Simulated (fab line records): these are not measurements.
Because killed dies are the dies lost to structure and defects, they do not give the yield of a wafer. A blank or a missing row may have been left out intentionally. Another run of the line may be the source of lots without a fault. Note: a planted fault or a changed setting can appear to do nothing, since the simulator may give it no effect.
fab line records || flow sky130
record {"lots": 7, "wafers": 21, "last-day": 50}
route steps=708 shown DNWELL@37 PWDE@45
lots with no fault: from the same line, run without faults
start-h: hours from the record's first day to the start of the lot's first wafer shown || wait-h: how many hours have passed since the lot's step before this one || " as in the row above || L1.1+2: a row that stands for several wafers || - no value, or no start was given || * or withheld: withheld || < > ~ a bound
route shown NAME@n: names a module that has steps shown in the file, with the first one's number in the route || usual: mean and standard deviation over wafers with no fault || same: alike in all rows || chamber/n: place in a boat || sites: the reading at each site || _std_site: how widely they spread, as a standard deviation || _edge_site: the outer-site mean with the inner-site mean subtracted || radius-mm: for every site, how far away it sits from the centre of the wafer || mask NAME#n: copy n || behind: the last tool/chamber to shape the wafer || hold: cause of the lot's hold/its duration in hours/its outcome || device: the transistor (n, p or np) that didn't switch || end of line: the same wafers' tests at the end of the route || a step given without rows: its recipe and nothing more || killed: at the first sort, the dies lost to defects and structure; wafer yield is something else || map: a wafer's dies, marking killed ones x, the rest . and places with no die _
set.NAME: setting as actually run; set.NAME@STEP: the setting as run at that earlier step || model.NAME: the simulator's own value behind a step, which no gauge read
lots at selected steps of the route; one table per step, one row per wafer
services: from which hour (start-h, from the record's first day; less than 0 if before it) a tool's chamber was out of use, for how many hours, and why
## steps
# step SKY_DNWELL_COAT_02
# recipe {"spin-rpm": 2000, "resist-thk-nm": 3000}
# step SKY_DNWELL_SOFTBAKE_03
# recipe {"temp-c": 110, "time-s": "withheld"}
# step SKY_DNWELL_EXPOSE_04
# recipe {"mask-id": "DNM", "na": 0.57, "target-cd-nm": 3000, "dose-mj": 222}
# step SKY_DNWELL_PEB_05
# recipe {"temp-c": 115, "time-s": "withheld"}
# step SKY_DNWELL_DEVELOP_06
# recipe {"wall-angle-deg": 90, "developer": "TMAH", "develop-time-s": 60, "dev-temp-c": 23}
# step SKY_DNWELL_IMPLANT_07
# recipe {"species": "P", "energy-kev": "withheld", "dose-cm2": "withheld", "tilt-deg": "withheld"}
# step SKY_DNWELL_STRIP_08
# recipe {"chemistry": "O2/N2", "power-w": 1400, "pressure-mtorr": 1500, "platen-temp-c": "withheld", "o2-flow-sccm": 3000, "n2-flow-sccm": 300, "overash-fraction": 0.5}
# usual {"chamber-pressure-mTorr": "1500.1/1.2", "drypump-motor-current-A": "5.9/0.37", "n2-flow-sccm": "300.0/0.87", "oes-product-au": "0.722/0.0044", "strip-time-to-endpoint-s": "36.91/0.11"}
# same {"overash-fraction": 0.5}
{"lot.wafer": "L294.2", "tool": "plasma-asher-01", "chamber": 0, "start-h": 90.64, "wait-h": 0.1, "chamber-pressure-mTorr": 1499.3, "drypump-motor-current-A": 5.7, "n2-flow-sccm": 300.0, "oes-product-au": 0.721, "rf-hours-counter-h": 42, "strip-time-to-endpoint-s": 36.82}
{"lot.wafer": "L294.4", "tool": "plasma-asher-01", "chamber": 1, "start-h": 90.64, "wait-h": 0.1, "chamber-pressure-mTorr": 1501.3, "drypump-motor-current-A": 6.6, "n2-flow-sccm": 300.8, "oes-product-au": 0.711, "rf-hours-counter-h": "-", "strip-time-to-endpoint-s": 37.00}
{"lot.wafer": "L294.6", "tool": "plasma-asher-01", "chamber": 0, "start-h": 90.64, "wait-h": 0.1, "chamber-pressure-mTorr": 1502.8, "drypump-motor-current-A": 5.7, "n2-flow-sccm": 300.7, "oes-product-au": 0.718, "rf-hours-counter-h": "-", "strip-time-to-endpoint-s": 36.88}
{"lot.wafer": "L297.2", "tool": "plasma-asher-04", "chamber": 0, "start-h": 106.37, "wait-h": 0.1, "chamber-pressure-mTorr": 1500.1, "drypump-motor-current-A": 5.7, "n2-flow-sccm": 300.4, "oes-product-au": 0.719, "rf-hours-counter-h": 28, "strip-time-to-endpoint-s": 37.14}
{"lot.wafer": "L297.5", "tool": "plasma-asher-04", "chamber": 1, "start-h": 106.37, "wait-h": 0.1, "chamber-pressure-mTorr": 1502.2, "drypump-motor-current-A": 6.1, "n2-flow-sccm": 301.1, "oes-product-au": 0.710, "rf-hours-counter-h": "-", "strip-time-to-endpoint-s": 37.14}
{"lot.wafer": "L297.6", "tool": "plasma-asher-04", "chamber": 0, "start-h": 106.37, "wait-h": 0.1, "chamber-pressure-mTorr": 1501.2, "drypump-motor-current-A": 5.8, "n2-flow-sccm": 300.6, "oes-product-au": 0.720, "rf-hours-counter-h": "-", "strip-time-to-endpoint-s": 37.20}
{"lot.wafer": "L298.1", "tool": "plasma-asher-01", "chamber": 1, "start-h": 111.84, "wait-h": 0.1, "chamber-pressure-mTorr": 1500.5, "drypump-motor-current-A": 6.5, "n2-flow-sccm": 299.7, "oes-product-au": 0.725, "rf-hours-counter-h": 45, "strip-time-to-endpoint-s": 36.85}
{"lot.wafer": "L298.4", "tool": "plasma-asher-01", "chamber": 0, "start-h": 111.84, "wait-h": 0.1, "chamber-pressure-mTorr": 1497.3, "drypump-motor-current-A": 5.7, "n2-flow-sccm": 299.4, "oes-product-au": 0.717, "rf-hours-counter-h": "-", "strip-time-to-endpoint-s": 36.86}
{"lot.wafer": "L298.6", "tool": "plasma-asher-01", "chamber": 0, "start-h": 111.84, "wait-h": 0.1, "chamber-pressure-mTorr": 1500.0, "drypump-motor-current-A": 5.7, "n2-flow-sccm": 299.8, "oes-product-au": 0.728, "rf-hours-counter-h": "-", "strip-time-to-endpoint-s": 36.90}
{"lot.wafer": "L299.2", "tool": "plasma-asher-03", "chamber": 0, "start-h": 118.09, "wait-h": 0.1, "chamber-pressure-mTorr": 1500.3, "drypump-motor-current-A": 5.3, "n2-flow-sccm": 301.0, "oes-product-au": 0.728, "rf-hours-counter-h": 46, "strip-time-to-endpoint-s": 36.86}
{"lot.wafer": "L299.3", "tool": "plasma-asher-03", "chamber": 0, "start-h": 118.09, "wait-h": 0.1, "chamber-pressure-mTorr": 1499.6, "drypump-motor-current-A": 5.3, "n2-flow-sccm": 299.6, "oes-product-au": 0.726, "rf-hours-counter-h": "-", "strip-time-to-endpoint-s": 36.83}
{"lot.wafer": "L299.4", "tool": "plasma-asher-03", "chamber": 1, "start-h": 118.09, "wait-h": 0.1, "chamber-pressure-mTorr": 1500.4, "drypump-motor-current-A": 5.7, "n2-flow-sccm": 299.4, "oes-product-au": 0.725, "rf-hours-counter-h": "-", "strip-time-to-endpoint-s": 36.71}
{"lot.wafer": "L301.1", "tool": "plasma-asher-03", "chamber": 1, "start-h": 128.67, "wait-h": 0.1, "chamber-pressure-mTorr": 1498.1, "drypump-motor-current-A": 5.7, "n2-flow-sccm": 299.9, "oes-product-au": 0.716, "rf-hours-counter-h": 48, "strip-time-to-endpoint-s": 36.86}
{"lot.wafer": "L301.3", "tool": "plasma-asher-03", "chamber": 0, "start-h": 128.67, "wait-h": 0.1, "chamber-pressure-mTorr": 1498.5, "drypump-motor-current-A": 5.3, "n2-flow-sccm": 299.2, "oes-product-au": 0.719, "rf-hours-counter-h": "-", "strip-time-to-endpoint-s": 36.84}
{"lot.wafer": "L301.4", "tool": "plasma-asher-03", "chamber": 1, "start-h": 128.67, "wait-h": 0.1, "chamber-pressure-mTorr": 1500.5, "drypump-motor-current-A": 5.7, "n2-flow-sccm": 299.8, "oes-product-au": 0.722, "rf-hours-counter-h": "-", "strip-time-to-endpoint-s": 36.83}
{"lot.wafer": "L305.1", "tool": "plasma-asher-04", "chamber": 0, "start-h": 167.74, "wait-h": 0.1, "chamber-pressure-mTorr": 1499.4, "drypump-motor-current-A": 5.7, "n2-flow-sccm": 298.7, "oes-product-au": 0.722, "rf-hours-counter-h": 36, "strip-time-to-endpoint-s": 36.76}
{"lot.wafer": "L305.4", "tool": "plasma-asher-04", "chamber": 1, "start-h": 167.74, "wait-h": 0.1, "chamber-pressure-mTorr": 1500.0, "drypump-motor-current-A": 6.1, "n2-flow-sccm": 300.7, "oes-product-au": 0.715, "rf-hours-counter-h": "-", "strip-time-to-endpoint-s": 36.89}
{"lot.wafer": "L305.5", "tool": "plasma-asher-04", "chamber": 1, "start-h": 167.74, "wait-h": 0.1, "chamber-pressure-mTorr": 1500.8, "drypump-motor-current-A": 6.1, "n2-flow-sccm": 300.5, "oes-product-au": 0.727, "rf-hours-counter-h": "-", "strip-time-to-endpoint-s": 36.87}
{"lot.wafer": "L307.1", "tool": "plasma-asher-04", "chamber": 1, "start-h": 170.89, "wait-h": 0.1, "chamber-pressure-mTorr": 1500.1, "drypump-motor-current-A": 6.1, "n2-flow-sccm": 300.0, "oes-product-au": 0.720, "rf-hours-counter-h": 36, "strip-time-to-endpoint-s": 37.02}
{"lot.wafer": "L307.4", "tool": "plasma-asher-04", "chamber": 1, "start-h": 170.89, "wait-h": 0.1, "chamber-pressure-mTorr": 1501.2, "drypump-motor-current-A": 6.1, "n2-flow-sccm": 298.5, "oes-product-au": 0.723, "rf-hours-counter-h": "-", "strip-time-to-endpoint-s": 36.92}
{"lot.wafer": "L307.6", "tool": "plasma-asher-04", "chamber": 0, "start-h": 170.89, "wait-h": 0.1, "chamber-pressure-mTorr": 1500.1, "drypump-motor-current-A": 5.8, "n2-flow-sccm": 299.2, "oes-product-au": 0.726, "rf-hours-counter-h": "-", "strip-time-to-endpoint-s": 37.01}
# step SKY_DNWELL_TW_MEAS_09
# usual {"DNWELL_TW": "1112/7.5"}
{"lot.wafer": "L294.2", "tool": "film-metro-01", "chamber": "-", "start-h": 90.75, "wait-h": 0.1, "DNWELL_TW": 1112}
{"lot.wafer": "L294.4", "tool": "film-metro-01", "chamber": "-", "start-h": 90.75, "wait-h": 0.1, "DNWELL_TW": 1114}
{"lot.wafer": "L294.6", "tool": "film-metro-01", "chamber": "-", "start-h": 90.75, "wait-h": 0.1, "DNWELL_TW": 1111}
{"lot.wafer": "L297.2", "tool": "film-metro-04", "chamber": "-", "start-h": 106.48, "wait-h": 0.1, "DNWELL_TW": 1101}
{"lot.wafer": "L297.5", "tool": "film-metro-04", "chamber": "-", "start-h": 106.48, "wait-h": 0.1, "DNWELL_TW": 1104}
{"lot.wafer": "L297.6", "tool": "film-metro-04", "chamber": "-", "start-h": 106.48, "wait-h": 0.1, "DNWELL_TW": 1099}
{"lot.wafer": "L298.1", "tool": "film-metro-04", "chamber": "-", "start-h": 111.94, "wait-h": 0.1, "DNWELL_TW": 1097}
{"lot.wafer": "L298.4", "tool": "film-metro-04", "chamber": "-", "start-h": 111.94, "wait-h": 0.1, "DNWELL_TW": 1099}
{"lot.wafer": "L298.6", "tool": "film-metro-04", "chamber": "-", "start-h": 111.94, "wait-h": 0.1, "DNWELL_TW": 1104}
{"lot.wafer": "L299.2", "tool": "film-metro-01", "chamber": "-", "start-h": 118.20, "wait-h": 0.1, "DNWELL_TW": 1101}
{"lot.wafer": "L299.3", "tool": "film-metro-01", "chamber": "-", "start-h": 118.20, "wait-h": 0.1, "DNWELL_TW": 1101}
{"lot.wafer": "L299.4", "tool": "film-metro-01", "chamber": "-", "start-h": 118.20, "wait-h": 0.1, "DNWELL_TW": 1106}
{"lot.wafer": "L301.1", "tool": "film-metro-03", "chamber": "-", "start-h": 128.77, "wait-h": 0.1, "DNWELL_TW": 1117}
{"lot.wafer": "L301.3", "tool": "film-metro-03", "chamber": "-", "start-h": 128.77, "wait-h": 0.1, "DNWELL_TW": 1119}
{"lot.wafer": "L301.4", "tool": "film-metro-03", "chamber": "-", "start-h": 128.77, "wait-h": 0.1, "DNWELL_TW": 1114}
{"lot.wafer": "L305.1", "tool": "film-metro-03", "chamber": "-", "start-h": 167.84, "wait-h": 0.1, "DNWELL_TW": 1109}
{"lot.wafer": "L305.4", "tool": "film-metro-03", "chamber": "-", "start-h": 167.84, "wait-h": 0.1, "DNWELL_TW": 1113}
{"lot.wafer": "L305.5", "tool": "film-metro-03", "chamber": "-", "start-h": 167.84, "wait-h": 0.1, "DNWELL_TW": 1109}
{"lot.wafer": "L307.1", "tool": "film-metro-01", "chamber": "-", "start-h": 170.99, "wait-h": 0.1, "DNWELL_TW": 1122}
{"lot.wafer": "L307.4", "tool": "film-metro-01", "chamber": "-", "start-h": 170.99, "wait-h": 0.1, "DNWELL_TW": 1124}
{"lot.wafer": "L307.6", "tool": "film-metro-01", "chamber": "-", "start-h": 170.99, "wait-h": 0.1, "DNWELL_TW": 1124}
# step SKY_PWDE_DEHYDRATE_00
# recipe {"temp-c": 200, "time-s": 60}
# step SKY_PWDE_HMDS_01
# recipe {"prime-time-s": 60, "prime-temp-c": 120}
# step SKY_PWDE_COAT_02
# recipe {"spin-rpm": 2000, "resist-thk-nm": 3000}
# step SKY_PWDE_SOFTBAKE_03
# recipe {"temp-c": 110, "time-s": "withheld"}
# step SKY_PWDE_EXPOSE_04
# recipe {"mask-id": "PWDEM", "na": 0.6, "source-shape": "conventional", "sigma-outer": 0.6, "polarization": "unpolarized", "target-cd-nm": 840, "dose-mj": 214}
# usual {"exposure-dose-mJ-cm2": "214.01/0.21", "focus-offset-nm": "0.1/0.55"}
{"lot.wafer": "L294.2", "tool": "iline-stepper-01", "chamber": 0, "start-h": 99.95, "wait-h": "-", "mask": "PWDEM#0", "exposure-dose-mJ-cm2": 214.41, "focus-offset-nm": -0.7}
{"lot.wafer": "L294.4", "tool": "iline-stepper-01", "chamber": 0, "start-h": 99.95, "wait-h": "-", "mask": "PWDEM#0", "exposure-dose-mJ-cm2": 214.24, "focus-offset-nm": -0.2}
{"lot.wafer": "L294.6", "tool": "iline-stepper-01", "chamber": 0, "start-h": 99.95, "wait-h": "-", "mask": "PWDEM#0", "exposure-dose-mJ-cm2": 214.18, "focus-offset-nm": 0.0}
{"lot.wafer": "L297.2", "tool": "iline-stepper-02", "chamber": "-", "start-h": 115.90, "wait-h": "-", "mask": "PWDEM#0", "exposure-dose-mJ-cm2": "-", "focus-offset-nm": "-"}
{"lot.wafer": "L297.5", "tool": "iline-stepper-02", "chamber": "-", "start-h": 115.90, "wait-h": "-", "mask": "PWDEM#0", "exposure-dose-mJ-cm2": "-", "focus-offset-nm": "-"}
{"lot.wafer": "L297.6", "tool": "iline-stepper-02", "chamber": "-", "start-h": 115.90, "wait-h": "-", "mask": "PWDEM#0", "exposure-dose-mJ-cm2": "-", "focus-offset-nm": "-"}
{"lot.wafer": "L298.1", "tool": "iline-stepper-02", "chamber": "-", "start-h": 121.04, "wait-h": "-", "mask": "PWDEM#0", "exposure-dose-mJ-cm2": "-", "focus-offset-nm": "-"}
{"lot.wafer": "L298.4", "tool": "iline-stepper-02", "chamber": "-", "start-h": 121.04, "wait-h": "-", "mask": "PWDEM#0", "exposure-dose-mJ-cm2": "-", "focus-offset-nm": "-"}
{"lot.wafer": "L298.6", "tool": "iline-stepper-02", "chamber": "-", "start-h": 121.04, "wait-h": "-", "mask": "PWDEM#0", "exposure-dose-mJ-cm2": "-", "focus-offset-nm": "-"}
{"lot.wafer": "L299.2", "tool": "iline-stepper-02", "chamber": "-", "start-h": 127.31, "wait-h": "-", "mask": "PWDEM#0", "exposure-dose-mJ-cm2": "-", "focus-offset-nm": "-"}
{"lot.wafer": "L299.3", "tool": "iline-stepper-02", "chamber": "-", "start-h": 127.31, "wait-h": "-", "mask": "PWDEM#0", "exposure-dose-mJ-cm2": "-", "focus-offset-nm": "-"}
{"lot.wafer": "L299.4", "tool": "iline-stepper-02", "chamber": "-", "start-h": 127.31, "wait-h": "-", "mask": "PWDEM#0", "exposure-dose-mJ-cm2": "-", "focus-offset-nm": "-"}
{"lot.wafer": "L301.1", "tool": "iline-stepper-02", "chamber": 0, "start-h": 138.06, "wait-h": "-", "mask": "PWDEM#0", "exposure-dose-mJ-cm2": 214.00, "focus-offset-nm": 0.8}
{"lot.wafer": "L301.3", "tool": "iline-stepper-02", "chamber": 0, "start-h": 138.06, "wait-h": "-", "mask": "PWDEM#0", "exposure-dose-mJ-cm2": 214.15, "focus-offset-nm": 0.5}
{"lot.wafer": "L301.4", "tool": "iline-stepper-02", "chamber": 0, "start-h": 138.06, "wait-h": "-", "mask": "PWDEM#0", "exposure-dose-mJ-cm2": 214.11, "focus-offset-nm": 0.7}
{"lot.wafer": "L305.1", "tool": "iline-stepper-01", "chamber": 0, "start-h": 177.98, "wait-h": "-", "mask": "PWDEM#0", "exposure-dose-mJ-cm2": 214.17, "focus-offset-nm": -0.3}
{"lot.wafer": "L305.4", "tool": "iline-stepper-01", "chamber": 0, "start-h": 177.98, "wait-h": "-", "mask": "PWDEM#0", "exposure-dose-mJ-cm2": 213.99, "focus-offset-nm": -0.7}
{"lot.wafer": "L305.5", "tool": "iline-stepper-01", "chamber": 0, "start-h": 177.98, "wait-h": "-", "mask": "PWDEM#0", "exposure-dose-mJ-cm2": 213.97, "focus-offset-nm": -0.4}
{"lot.wafer": "L307.1", "tool": "iline-stepper-02", "chamber": 0, "start-h": 181.63, "wait-h": "-", "mask": "PWDEM#0", "exposure-dose-mJ-cm2": 213.99, "focus-offset-nm": -0.1}
{"lot.wafer": "L307.4", "tool": "iline-stepper-02", "chamber": 0, "start-h": 181.63, "wait-h": "-", "mask": "PWDEM#0", "exposure-dose-mJ-cm2": 214.06, "focus-offset-nm": -0.2}
{"lot.wafer": "L307.6", "tool": "iline-stepper-02", "chamber": 0, "start-h": 181.63, "wait-h": "-", "mask": "PWDEM#0", "exposure-dose-mJ-cm2": 213.99, "focus-offset-nm": -0.2}
# step SKY_PWDE_PEB_05
# recipe {"temp-c": 115, "time-s": "withheld"}
## services
{"tool": "plasma-asher-01", "chamber": "-", "start-h": 80.70, "hours": 6.3, "kind": "repair"}
{"tool": "iline-stepper-02", "chamber": "-", "start-h": 96.68, "hours": 3.3, "kind": "repair"}
{"tool": "plasma-asher-04", "chamber": "-", "start-h": 123.31, "hours": 2.0, "kind": "repair"}
{"tool": "plasma-asher-04", "chamber": "-", "start-h": 129.92, "hours": 0.5, "kind": "repair"}
{"tool": "iline-stepper-01", "chamber": 0, "start-h": 164.41, "hours": "-", "kind": "calibration"}
## key
first-sign {"step": "SKY_PWDE_EXPOSE_04", "reading": "tool-record", "direction": "missing"}
effect none on later readings
met-at SKY_PWDE_EXPOSE_04
struck-wafers L297.2,L297.5,L297.6,L298.1,L298.4,L298.6,L299.2,L299.3,L299.4
sort-left-out L297.2,L297.5,L297.6,L298.1,L298.4,L298.6,L299.2,L299.3,L299.4
tester-left-out L297,L298,L299
fault {"kind": "skipped-step-whole", "tool": "iline-stepper-02", "chamber": "-", "onset-h": 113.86, "steps": "SKY_PWDE_EXPOSE_04", "scope": "struck-lots-only"}
# tester-left-out: of these lots the tester's yield and bins aren't shown, on N5 and GAA mostly nor the transistor test; their killed dies are dies lost to structure and defects alone, not to doping, threshold or leakage, so they don't give the yield
# sort-left-out: the simulated sort isn't trusted on such a fault, so these wafers' sort isn't shown, and their yield isn't known
